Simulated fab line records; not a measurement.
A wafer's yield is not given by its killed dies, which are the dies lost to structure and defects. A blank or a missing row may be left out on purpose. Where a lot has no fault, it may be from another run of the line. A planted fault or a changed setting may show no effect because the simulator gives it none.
fab line records    flow sky130
record: lots: 6  wafers: 18  last-day: 50
route steps=708 shown SD_P@327 RES_XHIGH@332 SD_N@342 SALICIDE@361 PAD_OPEN@708
lots that met no fault: from a run of the same line without faults
start-h: the number of hours between the record's first day and the start of the first shown wafer of the lot    wait-h: how many hours have passed since the lot's step before this one    " repeats the value in the row above    L1.1+2: a single row standing in for several wafers    - value missing, or start not given    * or withheld: withheld    < > ~ a bound
route shown NAME@n: names a module that has steps shown in the file, with the first one's number in the route    usual: mean/standard deviation of fault-free wafers    same: alike in all rows    chamber/n: place in a boat    sites: per-site readings    _std_site: the values' standard deviation    _edge_site: the outer-site mean with the inner-site mean subtracted    radius-mm: for every site, how far away it sits from the centre of the wafer    mask NAME#n: copy n    behind: tool/chamber where the wafer was last shaped    hold: the reason the lot was held/the length of the hold in hours/how it ended    device: whichever transistor did not switch (one of n, p or np)    end of line: tests of these same wafers at the route's end    where a step has no rows: the recipe by itself    killed: dies lost to structure and defects at the first sort, not the wafer's yield    map: per-die view of a wafer (x killed, . not killed, _ where there is no die)
set.NAME: the setting that was run; set.NAME@STEP: the one run at that earlier step    model.NAME: the simulator's own value behind a step, which no gauge read
a table for each step, a row for each wafer; lots at some steps of the route
services: from which hour (start-h, from the record's first day; less than 0 if before it) a tool's chamber was out of use, for how many hours, and why
== steps ==
step: SKY_SD_P_CD_MEAS_07
recipe: target-cd-nm: 380
usual: cd-nm: 380.1/3
lot.wafer  tool       chamber  start-h  wait-h  cd-nm
L191.1     cd-sem-01  -        586.14   0.1     375.0
L191.3     "          -        "        "       375.3
L191.5     "          -        "        "       374.8
L192.2     cd-sem-02  -        596.67   0.1     377.2
L192.3     "          -        "        "       378.8
L192.5     "          -        "        "       375.3
L202.2     cd-sem-01  -        688.61   0.1     382.0
L202.3     "          -        "        "       384.7
L202.6     "          -        "        "       381.8
L205.1     cd-sem-01  -        714.79   0.1     378.8
L205.3     "          -        "        "       380.8
L205.5     "          -        "        "       381.8
L206.1     cd-sem-02  -        717.60   0.1     384.9
L206.2     "          -        "        "       386.3
L206.5     "          -        "        "       385.8
L211.2     cd-sem-02  -        761.33   0.1     374.7
L211.4     "          -        "        "       377.5
L211.6     "          -        "        "       376.4
step: SKY_SD_P_OVL_MEAS_08
usual: SD_P_OVL: -0.2/1.4
lot.wafer  tool        chamber  start-h  wait-h  SD_P_OVL[nm]
L191.1     overlay-02  -        586.26   0.1     -1.7
L191.3     "           -        "        "       0.0
L191.5     "           -        "        "       -1.3
L192.2     overlay-01  -        596.77   0.1     -1.5
L192.3     "           -        "        "       1.0
L192.5     "           -        "        "       -2.2
L202.2     overlay-01  -        688.72   0.1     -1.4
L202.3     "           -        "        "       -3.2
L202.6     "           -        "        "       -3.1
L205.1     overlay-02  -        714.91   0.1     1.0
L205.3     "           -        "        "       0.7
L205.5     "           -        "        "       0.9
L206.1     overlay-01  -        717.72   0.1     0.0
L206.2     "           -        "        "       -0.2
L206.5     "           -        "        "       1.9
L211.2     overlay-01  -        761.44   0.1     0.1
L211.4     "           -        "        "       1.1
L211.6     "           -        "        "       1.9
step: SKY_SD_P_IMPLANT_09
recipe: species: BF2  energy-kev: 20  dose-cm2: 3e+15  tilt-deg: 0
step: SKY_SD_P_STRIP_10
recipe: chemistry: O2/N2  power-w: 1400  pressure-mtorr: 1500  platen-temp-c: withheld  o2-flow-sccm: 3000  n2-flow-sccm: 300  overash-fraction: 0.5
usual: drypump-motor-current-A: 6.0/0.49  oes-product-au: 0.618/0.0044  strip-time-to-endpoint-s: 17.52/0.036
lot.wafer  tool             chamber  start-h  wait-h  drypump-motor-current-A  oes-product-au  rf-hours-counter-h  strip-time-to-endpoint-s
L191.1     plasma-asher-02  1        586.45   0.1     6.2                      0.622           77                  17.50
L191.3     "                1        "        "       6.2                      0.615           -                   17.50
L191.5     "                0        "        "       5.9                      0.627           -                   17.49
L192.2     plasma-asher-02  1        596.95   0.1     6.2                      0.628           79                  17.50
L192.3     "                0        "        "       5.9                      0.616           -                   17.50
L192.5     "                0        "        "       5.9                      0.620           -                   17.47
L202.2     plasma-asher-03  1        688.90   0.1     6.6                      0.613           27                  17.50
L202.3     "                0        "        "       6.1                      0.618           -                   17.49
L202.6     "                0        "        "       6.1                      0.619           -                   17.51
L205.1     plasma-asher-03  1        715.10   0.1     6.7                      0.618           30                  17.53
L205.3     "                0        "        "       6.0                      0.623           -                   17.56
L205.5     "                0        "        "       6.1                      0.618           -                   17.53
L206.1     plasma-asher-02  0        717.90   0.1     5.9                      0.611           91                  17.48
L206.2     "                1        "        "       6.2                      0.615           91                  17.45
L206.5     "                0        "        "       5.9                      0.612           -                   17.49
L211.2     plasma-asher-02  1        761.62   0.1     6.2                      0.617           95                  17.55
L211.4     "                1        "        "       6.2                      0.621           -                   17.57
L211.6     "                1        "        "       6.2                      0.614           -                   17.54
step: SKY_SD_P_TW_MEAS_11
usual: SD_P_TW: 2815/38
lot.wafer  tool           chamber  start-h  wait-h  SD_P_TW
L191.1     film-metro-02  -        586.55   0.1     2757
L191.3     "              -        "        "       2791
L191.5     "              -        "        "       2778
L192.2     film-metro-02  -        597.06   0.1     2778
L192.3     "              -        "        "       2783
L192.5     "              -        "        "       2782
L202.2     film-metro-02  -        689.01   0.1     2772
L202.3     "              -        "        "       2778
L202.6     "              -        "        "       2791
L205.1     film-metro-02  -        715.20   0.1     2776
L205.3     "              -        "        "       2785
L205.5     "              -        "        "       2780
L206.1     film-metro-02  -        718.00   0.1     2778
L206.2     "              -        "        "       2781
L206.5     "              -        "        "       2775
L211.2     film-metro-02  -        761.73   0.1     2769
L211.4     "              -        "        "       2780
L211.6     "              -        "        "       2772
step: SKY_RES_XHIGH_DEHYDRATE_00
recipe: temp-c: 200  time-s: 60
step: SKY_RES_XHIGH_HMDS_01
recipe: prime-time-s: 60  prime-temp-c: 120
step: SKY_RES_XHIGH_COAT_02
recipe: resist: NOVOLAK  spin-rpm: 3000  resist-thk-nm: 1140
step: SKY_RES_XHIGH_SOFTBAKE_03
recipe: temp-c: 90  time-s: 60  resist: NOVOLAK
step: SKY_RES_XHIGH_EXPOSE_04
recipe: mask-id: URPM  na: 0.6  source-shape: conventional  sigma-outer: 0.6  polarization: unpolarized  target-cd-nm: 1270  dose-mj: 140
step: SKY_RES_XHIGH_PEB_05
recipe: temp-c: withheld  time-s: *  resist: NOVOLAK
step: SKY_RES_XHIGH_DEVELOP_06
recipe: resist: NOVOLAK  developer: TMAH  develop-time-s: 60  dev-temp-c: 23
step: SKY_RES_XHIGH_IMPLANT_07
recipe: species: BF2  energy-kev: 20  dose-cm2: 3.6e+14  tilt-deg: 0
lot.wafer   tool          chamber  start-h  wait-h
L191.1+3+5  implanter-03  0        615.29   0.1
L192.2+3+5  implanter-01  0        626.33   0.1
L202.2+3+6  implanter-03  0        716.24   0.1
L205.1+3+5  implanter-04  0        741.76   0.1
L206.1+2+5  implanter-03  0        744.80   0.1
L211.2+4+6  implanter-04  0        788.04   0.1
step: SKY_RES_XHIGH_STRIP_08
recipe: chemistry: O2/N2  power-w: 1400  pressure-mtorr: 1500  platen-temp-c: withheld  o2-flow-sccm: 3000  n2-flow-sccm: 300  overash-fraction: 0.5
usual: drypump-motor-current-A: 5.8/0.51  oes-product-au: 0.710/0.0047  strip-time-to-endpoint-s: 14.30/0.035
lot.wafer  tool             chamber  start-h  wait-h  drypump-motor-current-A  oes-product-au  rf-hours-counter-h  strip-time-to-endpoint-s
L191.1     plasma-asher-02  1        615.44   0.1     6.2                      0.712           81                  14.29
L191.3     "                1        "        "       6.2                      0.717           -                   14.29
L191.5     "                1        "        "       6.2                      0.706           -                   14.31
L192.2     plasma-asher-04  1        626.46   0.1     5.5                      0.711           93                  14.34
L192.3     "                0        "        "       5.3                      0.706           -                   14.35
L192.5     "                0        "        "       5.3                      0.704           -                   14.32
L202.2     plasma-asher-01  1        716.36   0.1     4.9                      0.710           57                  14.26
L202.3     "                0        "        "       6.5                      0.717           -                   14.31
L202.6     "                0        "        "       6.5                      0.710           -                   14.31
L205.1     plasma-asher-02  0        741.91   0.1     5.9                      0.713           93                  14.31
L205.3     "                1        "        "       6.2                      0.706           -                   14.29
L205.5     "                0        "        "       5.9                      0.698           -                   14.29
L206.1     plasma-asher-04  1        744.95   0.1     5.4                      0.709           0                   14.27
L206.2     "                0        "        "       5.3                      0.702           0                   14.28
L206.5     "                0        "        "       5.3                      0.712           -                   14.29
L211.2     plasma-asher-02  0        788.16   0.1     5.9                      0.708           98                  14.32
L211.4     "                1        "        "       6.2                      0.702           -                   14.28
L211.6     "                1        "        "       6.2                      0.710           -                   14.27
step: SKY_RES_XHIGH_TW_MEAS_09
usual: RES_XHIGH_TW: 1640/19
lot.wafer  tool           chamber  start-h  wait-h  RES_XHIGH_TW
L191.1     film-metro-02  -        615.54   0.1     1609
L191.3     "              -        "        "       1609
L191.5     "              -        "        "       1612
L192.2     film-metro-03  -        626.57   0.1     1648
L192.3     "              -        "        "       1648
L192.5     "              -        "        "       1654
L202.2     film-metro-04  -        716.47   0.1     1625
L202.3     "              -        "        "       1652
L202.6     "              -        "        "       1650
L205.1     film-metro-04  -        742.01   0.1     1643
L205.3     "              -        "        "       1647
L205.5     "              -        "        "       1654
L206.1     film-metro-04  -        745.05   0.1     1632
L206.2     "              -        "        "       1626
L206.5     "              -        "        "       1623
L211.2     film-metro-03  -        788.27   0.1     1652
L211.4     "              -        "        "       1658
L211.6     "              -        "        "       1656
step: SKY_SD_N_DEHYDRATE_00
recipe: temp-c: 200  time-s: 60
step: SKY_SD_N_HMDS_01
recipe: prime-time-s: 60  prime-temp-c: 120
step: SKY_SD_N_COAT_02
recipe: resist: NOVOLAK  spin-rpm: 3000  resist-thk-nm: 1140
step: SKY_SD_N_SOFTBAKE_03
recipe: temp-c: 90  time-s: 60  resist: NOVOLAK
step: SKY_SD_N_EXPOSE_04
recipe: mask-id: NSDM  na: 0.6  source-shape: conventional  sigma-outer: 0.6  polarization: unpolarized  target-cd-nm: 380  dose-mj: 141
step: SKY_SD_N_PEB_05
recipe: temp-c: withheld  time-s: *  resist: NOVOLAK
step: SKY_SD_N_DEVELOP_06
recipe: resist: NOVOLAK  developer: TMAH  develop-time-s: 60  dev-temp-c: 23
step: SKY_SD_N_CD_MEAS_07
recipe: target-cd-nm: 380
usual: cd-nm: 381.1/1.9
lot.wafer  tool       chamber  start-h  wait-h  cd-nm
L191.1     cd-sem-02  -        643.80   0.1     378.2
L191.3     "          -        "        "       382.0
L191.5     "          -        "        "       382.5
L192.2     cd-sem-01  -        655.06   0.1     379.5
L192.3     "          -        "        "       380.2
L192.5     "          -        "        "       380.3
L202.2     cd-sem-01  -        743.92   0.1     382.1
L202.3     "          -        "        "       383.3
L202.6     "          -        "        "       379.3
L205.1     cd-sem-01  -        768.85   0.1     382.1
L205.3     "          -        "        "       382.1
L205.5     "          -        "        "       382.3
L206.1     cd-sem-02  -        771.04   0.1     382.4
L206.2     "          -        "        "       380.6
L206.5     "          -        "        "       381.3
L211.2     cd-sem-02  -        814.17   0.1     384.0
L211.4     "          -        "        "       383.5
L211.6     "          -        "        "       384.4
step: SKY_SD_N_OVL_MEAS_08
usual: SD_N_OVL: 0.2/1.7
lot.wafer  tool        chamber  start-h  wait-h  SD_N_OVL[nm]
L191.1     overlay-01  -        643.92   0.1     -0.3
L191.3     "           -        "        "       0.2
L191.5     "           -        "        "       -0.5
L192.2     overlay-02  -        655.17   0.1     -0.3
L192.3     "           -        "        "       0.7
L192.5     "           -        "        "       1.6
L202.2     overlay-02  -        744.02   0.1     -0.2
L202.3     "           -        "        "       -1.2
L202.6     "           -        "        "       -1.8
L205.1     overlay-02  -        768.97   0.1     1.9
L205.3     "           -        "        "       1.5
L205.5     "           -        "        "       1.2
L206.1     overlay-02  -        771.16   0.1     0.3
L206.2     "           -        "        "       0.9
L206.5     "           -        "        "       1.3
L211.2     overlay-02  -        814.27   0.1     1.1
L211.4     "           -        "        "       -0.4
L211.6     "           -        "        "       1.7
step: SKY_SD_N_IMPLANT_09
recipe: species: As  energy-kev: 50  dose-cm2: 4e+15  tilt-deg: 0
step: SKY_SD_N_IMPLANT_10
recipe: species: P  energy-kev: 20  dose-cm2: 1e+14  tilt-deg: 0
step: SKY_SD_N_STRIP_11
recipe: chemistry: O2/N2  power-w: 1400  pressure-mtorr: 1500  platen-temp-c: withheld  o2-flow-sccm: 3000  n2-flow-sccm: 300  overash-fraction: 0.5
usual: drypump-motor-current-A: 5.8/0.57  oes-product-au: 0.528/0.0049  strip-time-to-endpoint-s: 22.56/0.042
lot.wafer  tool             chamber  start-h  wait-h  drypump-motor-current-A  oes-product-au  rf-hours-counter-h  strip-time-to-endpoint-s
L191.1     plasma-asher-03  0        644.25   0.1     6.0                      0.532           23                  22.55
L191.3     "                0        "        "       6.0                      0.528           -                   22.51
L191.5     "                1        "        "       6.6                      0.527           -                   22.56
L192.2     plasma-asher-04  1        655.50   0.1     5.5                      0.524           96                  22.52
L192.3     "                0        "        "       5.3                      0.530           -                   22.54
L192.5     "                0        "        "       5.3                      0.526           -                   22.59
L202.2     plasma-asher-04  1        744.35   0.1     5.4                      0.528           0                   22.62
L202.3     "                1        "        "       5.5                      0.531           -                   22.60
L202.6     "                1        "        "       5.5                      0.527           -                   22.62
L205.1     plasma-asher-04  1        769.30   0.1     5.5                      0.532           3                   22.56
L205.3     "                1        "        "       5.5                      0.528           -                   22.61
L205.5     "                0        "        "       5.3                      0.528           -                   22.60
L206.1     plasma-asher-03  0        771.50   0.1     6.0                      0.525           35                  22.66
L206.2     "                1        "        "       6.7                      0.520           35                  22.64
L206.5     "                1        "        "       6.6                      0.532           -                   22.59
L211.2     plasma-asher-03  0        814.60   0.1     6.0                      0.522           39                  22.52
L211.4     "                1        "        "       6.7                      0.535           -                   22.56
L211.6     "                1        "        "       6.7                      0.523           -                   22.53
step: SKY_SD_N_TW_MEAS_12
usual: SD_N_TW: 3995/37
lot.wafer  tool           chamber  start-h  wait-h  SD_N_TW
L191.1     film-metro-04  -        644.35   0.1     4028
L191.3     "              -        "        "       4016
L191.5     "              -        "        "       4017
L192.2     film-metro-04  -        655.61   0.1     4015
L192.3     "              -        "        "       4035
L192.5     "              -        "        "       4027
L202.2     film-metro-03  -        744.46   0.1     4004
L202.3     "              -        "        "       3994
L202.6     "              -        "        "       4014
L205.1     film-metro-03  -        769.40   0.1     4046
L205.3     "              -        "        "       4031
L205.5     "              -        "        "       4056
L206.1     film-metro-03  -        771.60   0.1     4008
L206.2     "              -        "        "       4021
L206.5     "              -        "        "       4018
L211.2     film-metro-04  -        814.71   0.1     4001
L211.4     "              -        "        "       4019
L211.6     "              -        "        "       4020
step: SKY_SD_N_CLEAN_13
recipe: chemistry: SC1/SC2  mix: 1:4:20  temp-c: 70  time-s: 150  dry: n2-spin
step: SKY_SD_N_RTA_14
recipe: temp-c: 1075  time-s: 2  idle-temp-c: 650  ramp-up-c-per-s: 150  ramp-down-c-per-s: 90  ambient: N2
usual: lamp-power-pct: 15.74/0.052  ramp-down-c-per-s: 89.999/0.015  wafer_temp_C_max: 1078.0/1.4
lot.wafer  tool           chamber  start-h  wait-h  lamp-power-pct  ramp-down-c-per-s  wafer_temp_C_max
L191.1     rtp-anneal-01  0        644.46   0.0     15.75           90.015             1078.0
L191.3     "              0        "        "       15.70           89.979             1079.6
L191.5     "              0        "        "       15.77           89.995             1079.2
L192.2     rtp-anneal-02  0        655.71   0.0     15.73           89.996             1078.7
L192.3     "              0        "        "       15.75           90.004             1076.3
L192.5     "              0        "        "       15.68           90.000             1076.0
L202.2     rtp-anneal-02  0        744.58   0.0     15.75           89.989             1077.3
L202.3     "              0        "        "       15.82           89.995             1076.6
L202.6     "              0        "        "       15.72           90.026             1078.9
L205.1     rtp-anneal-01  0        769.52   0.0     15.71           89.974             1077.7
L205.3     "              0        "        "       15.70           89.988             1079.8
L205.5     "              0        "        "       15.76           89.979             1075.8
L206.1     rtp-anneal-02  0        771.71   0.0     15.67           89.965             1077.1
L206.2     "              0        "        "       15.76           90.015             1077.5
L206.5     "              0        "        "       15.71           90.013             1077.4
L211.2     rtp-anneal-01  0        814.87   0.0     15.80           89.979             1080.1
L211.4     "              0        "        "       15.66           89.991             1078.4
L211.6     "              0        "        "       15.73           89.990             1079.5
step: SKY_SD_N_RS_MEAS_16
recipe: thk-meas-gauge: four-point-probe
usual: SD_N_RS: 68.55/0.1
lot.wafer  tool           chamber  start-h  wait-h  SD_N_RS[ohm/sq]
L191.1     film-metro-03  -        644.64   0.1     68.50
L191.3     "              -        "        "       68.63
L191.5     "              -        "        "       68.61
L192.2     film-metro-03  -        655.90   0.1     68.63
L192.3     "              -        "        "       68.66
L192.5     "              -        "        "       68.57
L202.2     film-metro-02  -        744.76   0.1     68.62
L202.3     "              -        "        "       68.55
L202.6     "              -        "        "       68.62
L205.1     film-metro-02  -        769.69   0.1     68.50
L205.3     "              -        "        "       68.72
L205.5     "              -        "        "       68.57
L206.1     film-metro-02  -        771.88   0.1     68.43
L206.2     "              -        "        "       68.46
L206.5     "              -        "        "       68.43
L211.2     film-metro-04  -        815.06   0.1     68.40
L211.4     "              -        "        "       68.43
L211.6     "              -        "        "       68.42
step: SKY_SD_N_RS_MEAS_17
recipe: thk-meas-gauge: four-point-probe
usual: SD_P_RS: 147.1/0.34
lot.wafer  tool           chamber  start-h  wait-h  SD_P_RS[ohm/sq]
L191.1     film-metro-03  -        644.76   0.1     147.3
L191.3     "              -        "        "       147.0
L191.5     "              -        "        "       147.2
L192.2     film-metro-03  -        656.02   0.1     147.0
L192.3     "              -        "        "       147.1
L192.5     "              -        "        "       147.0
L202.2     film-metro-02  -        744.88   0.1     147.4
L202.3     "              -        "        "       147.0
L202.6     "              -        "        "       147.1
L205.1     film-metro-02  -        769.81   0.1     147.2
L205.3     "              -        "        "       147.4
L205.5     "              -        "        "       147.4
L206.1     film-metro-02  -        772.00   0.1     146.8
L206.2     "              -        "        "       146.9
L206.5     "              -        "        "       147.4
L211.2     film-metro-04  -        815.18   0.1     146.5
L211.4     "              -        "        "       147.0
L211.6     "              -        "        "       147.0
step: SKY_SD_N_RS_MEAS_18
recipe: thk-meas-gauge: four-point-probe
usual: RES_XHIGH_RS: 333.7/1.3
lot.wafer  tool           chamber  start-h  wait-h  RES_XHIGH_RS[ohm/sq]
L191.1     film-metro-03  -        644.88   0.1     334.5
L191.3     "              -        "        "       334.9
L191.5     "              -        "        "       334.3
L192.2     film-metro-03  -        656.14   0.1     333.3
L192.3     "              -        "        "       334.5
L192.5     "              -        "        "       333.3
L202.2     film-metro-02  -        745.00   0.1     349.2
L202.3     "              -        "        "       333.2
L202.6     "              -        "        "       333.1
L205.1     film-metro-02  -        769.93   0.1     332.7
L205.3     "              -        "        "       333.0
L205.5     "              -        "        "       334.1
L206.1     film-metro-02  -        772.12   0.1     349.7
L206.2     "              -        "        "       350.4
L206.5     "              -        "        "       349.1
L211.2     film-metro-04  -        815.30   0.1     335.7
L211.4     "              -        "        "       335.6
L211.6     "              -        "        "       334.9
step: SKY_SALICIDE_CLEAN_00
recipe: chemistry: HF-last  time-s: 30  dilution: 100:1  dry: ipa-marangoni
step: SKY_PAD_OPEN_PROBE_99
usual: killed_at_M0_to_M3: 45/7.3  killed_at_M4_up: 3.1/1.7  killed-at-contacts: 25/5.1  killed-at-front-end: 15/4.5  killed-at-other: 0.3/0.56  killed-dies: 88/9.4  killed-on-rim: 17/4.3  killed-open: 47/6.6  killed-short: 40/6.9
same: gross-dies: 492  killed-at-back-side: 0
lot.wafer  tool       chamber  start-h  wait-h  killed_at_M0_to_M3  killed_at_M4_up  killed-at-contacts  killed-at-front-end  killed-at-other  killed-dies  killed-on-rim  killed-open  killed-short  model.etest.res-xhigh-po.line-ohm-um  model.etest.res-xhigh-po.rs-ohm-sq  model.etest.res-xhigh-po.rs-ohm-sq-range  model.etest.res-xhigh-po.rs-ohm-sq-rim-less-centre
L191.1     prober-01  -        1072.61  0.1     33                  2                20                  8                    1                64           10             33           30            5697                                  1986                                61.89                                     48.7
L191.3     prober-01  -        1072.71  0.2     42                  2                28                  16                   0                88           19             45           43            5686                                  2030                                53.44                                     27.92
L191.5     prober-01  -        1072.81  0.2     41                  0                33                  25                   1                100          27             42           57            5755                                  2049                                63.21                                     31.6
L192.2     prober-02  -        1080.30  0.1     44                  4                25                  11                   0                84           14             38           44            5841                                  2040                                63.75                                     -42.39
L192.3     prober-02  -        1080.35  0.2     66                  4                27                  17                   0                114          15             65           49            5932                                  2071                                81.81                                     -59.72
L192.5     prober-02  -        1080.45  0.2     42                  2                27                  17                   0                88           8              36           51            5812                                  2053                                59.79                                     -39.96
L202.2     prober-01  -        1144.94  0.1     45                  2                21                  23                   0                91           15             43           48            6653                                  2339                                418.2                                     -261.1
L202.3     prober-01  -        1144.99  0.2     41                  6                23                  17                   0                87           17             44           43            5650                                  1979                                134.4                                     -121.7
L202.6     prober-01  -        1145.14  0.2     41                  5                26                  8                    0                80           15             47           33            5698                                  1974                                147.6                                     -117.2
L205.1     prober-02  -        1163.61  0.1     46                  2                16                  15                   0                79           16             36           43            5684                                  1971                                55.52                                     13.18
L205.3     prober-02  -        1163.71  0.2     37                  4                33                  17                   0                91           14             48           43            5653                                  1965                                49.26                                     5.759
L205.5     prober-02  -        1163.81  0.2     31                  4                29                  14                   0                78           10             42           36            5866                                  2038                                58.51                                     24.55
L206.1     prober-01  -        1164.52  0.1     48                  3                19                  16                   0                86           9              40           46            6597                                  2316                                397.1                                     -249.8
L206.2     prober-01  -        1164.57  0.1     58                  4                22                  14                   0                98           26             46           52            6988                                  2436                                420.7                                     -269.7
L206.5     prober-01  -        1164.72  0.2     37                  3                30                  15                   0                85           18             49           36            6543                                  2294                                377.1                                     -229.5
L211.2     prober-02  -        1189.85  0.1     45                  4                28                  17                   0                94           18             59           35            5685                                  1992                                108.9                                     82.23
L211.4     prober-02  -        1189.95  0.2     41                  3                28                  19                   0                91           18             45           46            5974                                  2078                                128.3                                     97.21
L211.6     prober-02  -        1190.05  0.2     47                  3                29                  21                   0                100          15             59           41            5491                                  1921                                116.4                                     96.37
killed by level:class
L191.1 CONTACT:geometric-particle:open=8 VIA1:geometric-particle:open=6 VIA2:geometric-particle:open=6 LI_CONTACT:geometric-particle:open=5 METAL1:geometric-particle:short=4 FIELD_ISO:geometric-particle:short=3 POLY_GATE:geometric-particle:short=3 VIA3:geometric-particle:open=3
L191.3 CONTACT:geometric-particle:open=9 LI_CONTACT:geometric-particle:open=8 VIA1:geometric-particle:open=8 METAL2:geometric-particle:short=8 POLY_GATE:geometric-particle:short=7 CONTACT:geometric-particle:short=6 VIA3:geometric-particle:open=5 VIA1:geometric-particle:short=5
L191.5 CONTACT:geometric-particle:short=9 VIA1:geometric-particle:open=9 POLY_GATE:geometric-particle:short=8 METAL1:geometric-particle:short=8 CONTACT:geometric-particle:open=7 VIA3:geometric-particle:open=6 LI_CONTACT:geometric-particle:open=6 METAL2:geometric-particle:short=6
L192.2 CONTACT:geometric-particle:open=10 VIA1:geometric-particle:open=10 METAL1:geometric-particle:short=7 POLY_GATE:geometric-particle:short=6 CONTACT:geometric-particle:short=5 LI_CONTACT:geometric-particle:open=4 VIA1:geometric-particle:short=4 METAL2:geometric-particle:short=4
L192.3 VIA1:geometric-particle:open=20 METAL2:geometric-particle:short=11 VIA2:geometric-particle:open=10 VIA3:geometric-particle:open=10 CONTACT:geometric-particle:short=8 CONTACT:geometric-particle:open=8 LOCAL_INTERCONNECT:geometric-particle:short=6 FIELD_ISO:geometric-particle:open=4
L192.5 CONTACT:geometric-particle:open=11 VIA1:geometric-particle:short=9 VIA1:geometric-particle:open=9 VIA2:geometric-particle:open=7 CONTACT:geometric-particle:short=6 FIELD_ISO:geometric-particle:short=5 POLY_GATE:geometric-particle:short=5 LI_CONTACT:geometric-particle:short=5
L202.2 VIA2:geometric-particle:open=9 CONTACT:geometric-particle:open=8 POLY_GATE:geometric-particle:short=7 FIELD_ISO:geometric-particle:short=6 VIA1:geometric-particle:short=6 METAL2:geometric-particle:short=6 VIA3:geometric-particle:open=6 VIA2:geometric-particle:short=5
L202.3 METAL1:geometric-particle:short=8 CONTACT:geometric-particle:open=7 LI_CONTACT:geometric-particle:open=7 VIA1:geometric-particle:open=7 VIA2:geometric-particle:open=5 CONTACT:geometric-particle:short=5 METAL2:geometric-particle:short=5 METAL4:geometric-particle:short=5
L202.6 CONTACT:geometric-particle:open=9 LI_CONTACT:geometric-particle:open=8 VIA1:geometric-particle:open=7 METAL2:geometric-particle:short=7 VIA2:geometric-particle:open=7 VIA3:geometric-particle:open=6 POLY_GATE:geometric-particle:short=4 LOCAL_INTERCONNECT:geometric-particle:short=4
L205.1 VIA1:geometric-particle:open=12 POLY_GATE:geometric-particle:short=9 METAL2:geometric-particle:short=8 VIA2:geometric-particle:open=6 LI_CONTACT:geometric-particle:open=4 CONTACT:geometric-particle:open=4 VIA1:geometric-particle:short=4 VIA3:geometric-particle:short=4
L205.3 LI_CONTACT:geometric-particle:open=10 CONTACT:geometric-particle:open=9 VIA1:geometric-particle:open=8 FIELD_ISO:geometric-particle:short=6 CONTACT:geometric-particle:short=6 LOCAL_INTERCONNECT:geometric-particle:short=5 VIA2:geometric-particle:open=5 POLY_GATE:geometric-particle:open=4
L205.5 CONTACT:geometric-particle:open=9 LI_CONTACT:geometric-particle:open=8 VIA1:geometric-particle:open=6 LOCAL_INTERCONNECT:geometric-particle:short=5 METAL1:geometric-particle:short=5 CONTACT:geometric-particle:short=4 FIELD_ISO:geometric-particle:short=3 POLY_GATE:geometric-particle:open=3
L206.1 METAL1:geometric-particle:short=10 LI_CONTACT:geometric-particle:open=8 VIA1:geometric-particle:open=7 VIA3:geometric-particle:open=6 VIA3:geometric-particle:short=5 METAL2:geometric-particle:short=5 FIELD_ISO:geometric-particle:short=4 POLY_GATE:geometric-particle:open=4
L206.2 VIA2:geometric-particle:open=10 METAL1:geometric-particle:short=10 VIA1:geometric-particle:open=9 LI_CONTACT:geometric-particle:open=6 CONTACT:geometric-particle:open=6 METAL3:geometric-particle:short=6 CONTACT:geometric-particle:short=5 VIA1:geometric-particle:short=5
L206.5 VIA1:geometric-particle:open=14 CONTACT:geometric-particle:short=8 CONTACT:geometric-particle:open=8 LI_CONTACT:geometric-particle:open=7 VIA2:geometric-particle:open=7 VIA2:geometric-particle:short=6 FIELD_ISO:geometric-particle:open=5 FIELD_ISO:geometric-particle:short=4
L211.2 VIA2:geometric-particle:open=14 CONTACT:geometric-particle:open=11 VIA1:geometric-particle:open=11 FIELD_ISO:geometric-particle:open=6 CONTACT:geometric-particle:short=6 LI_CONTACT:geometric-particle:open=6 VIA1:geometric-particle:short=6 FIELD_ISO:geometric-particle:short=5
L211.4 CONTACT:geometric-particle:open=11 FIELD_ISO:geometric-particle:short=6 METAL1:geometric-particle:short=6 LOCAL_INTERCONNECT:geometric-particle:short=6 VIA1:geometric-particle:open=6 POLY_GATE:geometric-particle:short=5 CONTACT:geometric-particle:short=5 VIA2:geometric-particle:open=5
L211.6 CONTACT:geometric-particle:open=10 VIA1:geometric-particle:open=10 VIA2:geometric-particle:open=10 VIA3:geometric-particle:open=8 FIELD_ISO:geometric-particle:open=7 FIELD_ISO:geometric-particle:short=7 LI_CONTACT:geometric-particle:open=7 CONTACT:geometric-particle:short=6
== services ==
tool             chamber  start-h  hours  kind
plasma-asher-01  -        565.19   33.9   repair
implanter-04     -        565.51   3.7    repair
implanter-04     -        569.20   4.3    pm
plasma-asher-02  -        577.86   1.5    repair
implanter-04     -        584.44   1.9    repair
plasma-asher-04  -        617.20   2.8    pm
plasma-asher-03  -        637.83   1.7    repair
plasma-asher-04  -        683.06   0.6    repair
implanter-01     -        687.40   9.1    repair
implanter-03     -        691.73   2.8    repair
plasma-asher-03  -        710.13   1.7    repair
plasma-asher-04  -        725.56   2.1    repair
plasma-asher-04  -        733.75   9.0    pm
plasma-asher-04  0        733.75   9.0    vent-cycle
plasma-asher-04  1        733.75   9.0    vent-cycle
plasma-asher-04  0        742.75   -      clean
plasma-asher-04  1        742.75   -      clean
implanter-03     -        754.67   3.3    repair
plasma-asher-01  -        784.87   1.8    repair
implanter-03     -        785.18   4.1    repair
== key ==
first-sign: step: SKY_SD_N_RS_MEAS_18  reading: RES_XHIGH_RS  direction: up  sigmas: 13  usual: 333.7  struck: 349.6
effect none on later readings
model-effect: step: SKY_PAD_OPEN_PROBE_99  value: etest.res-xhigh-po.line-ohm-um  without: 5714  struck: 6695
met-at SKY_RES_XHIGH_IMPLANT_07
struck-wafers L202.2,L206.1,L206.2,L206.5
tester-left-out L202,L206
onset-between 615.29 716.24
fault: kind: process-parameter-drift  tool: implanter-03  chamber: -  onset-h: 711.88  steps: SKY_RES_XHIGH_IMPLANT_07  channel: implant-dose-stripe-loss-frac  offset: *  shape: step  end-h: 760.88  scope: struck-wafers-only
tester-left-out: of these lots the tester's yield and bins aren't shown, on N5 and GAA mostly nor the transistor test; their killed dies are dies lost to structure and defects alone, not to doping, threshold or leakage, so they don't give the yield
